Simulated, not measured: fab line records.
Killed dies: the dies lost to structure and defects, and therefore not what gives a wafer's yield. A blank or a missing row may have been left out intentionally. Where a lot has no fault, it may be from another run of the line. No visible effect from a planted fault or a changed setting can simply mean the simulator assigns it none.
Matching of chambers :: flow gf180mcu :: GF_V1_CMP_04 on cmp-02 has 4 sister chambers
The step polishes SiO2. 8 wafers are shown with their chamber, then 9 later ones without.

## WAFERS PAIRED WITH THEIR CHAMBERS
wafer: L478.2
chamber: 0
motor_current_A (A): 9.4
slurry_flow_ml_min: 150.4

wafer: L478.3
chamber: 2
motor_current_A (A): 12.1
slurry_flow_ml_min: 149.6

wafer: L479.5
chamber: 2
motor_current_A (A): 11.7
slurry_flow_ml_min: 150.2

wafer: L487.3
chamber: 3
motor_current_A (A): 12.7
slurry_flow_ml_min: 150.0

wafer: L487.5
chamber: 1
motor_current_A (A): 12.5
slurry_flow_ml_min: 149.9

wafer: L488.3
chamber: 1
motor_current_A (A): 13.0
slurry_flow_ml_min: 150.2

wafer: L488.5
chamber: 0
motor_current_A (A): 9.8
slurry_flow_ml_min: 149.5

wafer: L488.6
chamber: 3
motor_current_A (A): 12.8
slurry_flow_ml_min: 149.3

## WAFERS WITHOUT THEIR CHAMBER
wafer: L489.1
motor_current_A (A): 12.8
slurry_flow_ml_min: 149.7

wafer: L489.3
motor_current_A (A): 13.4
slurry_flow_ml_min: 149.5

wafer: L489.6
motor_current_A (A): 9.4
slurry_flow_ml_min: 150.3

wafer: L490.1
motor_current_A (A): 12.3
slurry_flow_ml_min: 149.8

wafer: L490.2
motor_current_A (A): 12.9
slurry_flow_ml_min: 150.7

wafer: L490.4
motor_current_A (A): 12.9
slurry_flow_ml_min: 150.9

wafer: L491.2
motor_current_A (A): 12.8
slurry_flow_ml_min: 149.5

wafer: L491.3
motor_current_A (A): 13.1
slurry_flow_ml_min: 149.9

wafer: L491.4
motor_current_A (A): 12.7
slurry_flow_ml_min: 150.6

## CHAMBER TAKEN BY EACH
wafer: L489.1
from the rows above: can't be placed: 3 or 1
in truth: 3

wafer: L489.3
from the rows above: can't be placed: 3 or 1
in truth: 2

wafer: L489.6
from the rows above: 0
in truth: 0

wafer: L490.1
from the rows above: can't be placed: 2 or 3 or 1
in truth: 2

wafer: L490.2
from the rows above: can't be placed: 1 or 3
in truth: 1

wafer: L490.4
from the rows above: can't be placed: 1 or 3
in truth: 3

wafer: L491.2
from the rows above: can't be placed: 3 or 1
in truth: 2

wafer: L491.3
from the rows above: can't be placed: 1 or 3
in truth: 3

wafer: L491.4
from the rows above: can't be placed: 1 or 3
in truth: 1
Correctly placed: 1 of 9. Can't be placed from these rows: 8 (the true chamber is among the candidates in 6). Placed wrongly: 0.
How it was worked out, from the rows above alone: a wafer's distance from a chamber is the root of the sum, over the readings, of the square of ((its reading less the chamber's mean) divided by the reading's scatter). If the next closest chamber is less than 2 further off than the closest, the wafer can't be placed; otherwise it belongs to the closest. The mean given for a chamber averages the wafers shown for that chamber. The scatter is the square root of a quotient: the sum, over the shown wafers, of each reading's squared deviation from its chamber's mean, divided by wafers minus chambers.
